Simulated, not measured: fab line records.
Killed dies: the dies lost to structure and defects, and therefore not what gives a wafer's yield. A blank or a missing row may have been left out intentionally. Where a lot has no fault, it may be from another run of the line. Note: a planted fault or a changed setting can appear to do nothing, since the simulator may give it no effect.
Matching of chambers	flow gf180mcu	GF_STI_CMP_25 on cmp-01: 4 sister chambers
The step polishes, stops on Si3N4, t overpolish 33 s, target thk 524.6 nm. 8 wafers are shown with their chamber, then 12 later ones without.

== WAFERS WITH THEIR CHAMBER ==
wafer	chamber	motor-current-A (A)	overpolish-run-s (s)
L082.3	2	12.5	32.999
L084.5	2	13.4	33.002
L087.1	0	10.7	33.019
L087.3	1	12.1	32.997
L087.4	3	11.8	33.011
L089.1	1	12.4	33.010
L089.3	0	10.5	33.002
L089.4	3	11.3	32.997

== WAFERS WHOSE CHAMBER IS MISSING ==
wafer	motor-current-A (A)	overpolish-run-s (s)
L091.1	12.5	32.996
L091.3	11.0	33.012
L091.5	10.6	32.994
L092.2	12.9	33.012
L092.3	10.9	32.985
L092.5	11.0	32.995
L093.1	11.5	32.997
L093.2	12.9	32.993
L093.6	13.3	32.995
L095.1	11.6	32.994
L095.2	11.2	32.992
L095.3	12.0	33.000

== THE CHAMBER EACH PASSED THROUGH ==
wafer	from the rows above	in truth
L091.1	can't be placed: 1 or 2 or 3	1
L091.3	can't be placed: 0 or 3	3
L091.5	can't be placed: 0 or 3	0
L092.2	can't be placed: 2 or 1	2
L092.3	can't be placed: 3 or 0 or 1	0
L092.5	can't be placed: 3 or 0 or 1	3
L093.1	can't be placed: 3 or 1 or 0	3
L093.2	can't be placed: 2 or 1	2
L093.6	can't be placed: 2 or 1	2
L095.1	can't be placed: 3 or 1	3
L095.2	can't be placed: 3 or 0 or 1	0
L095.3	can't be placed: 1 or 3 or 2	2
Correct placement for 0 of the 12. These rows do not allow placing 12 (true chamber among the candidates in 12). 0 placed wrongly.
How it was worked out, from the rows above alone: a wafer's distance from a chamber is the root of the sum, over the readings, of the square of ((its reading less the chamber's mean) divided by the reading's scatter). The wafer belongs to the nearest chamber; if the next one is less than 2 further off, it can't be placed. The mean given for a chamber averages the wafers shown for that chamber. The scatter: take each reading less its chamber's mean, square it, sum over the shown wafers, divide by the number of wafers less the number of chambers, and take the root.
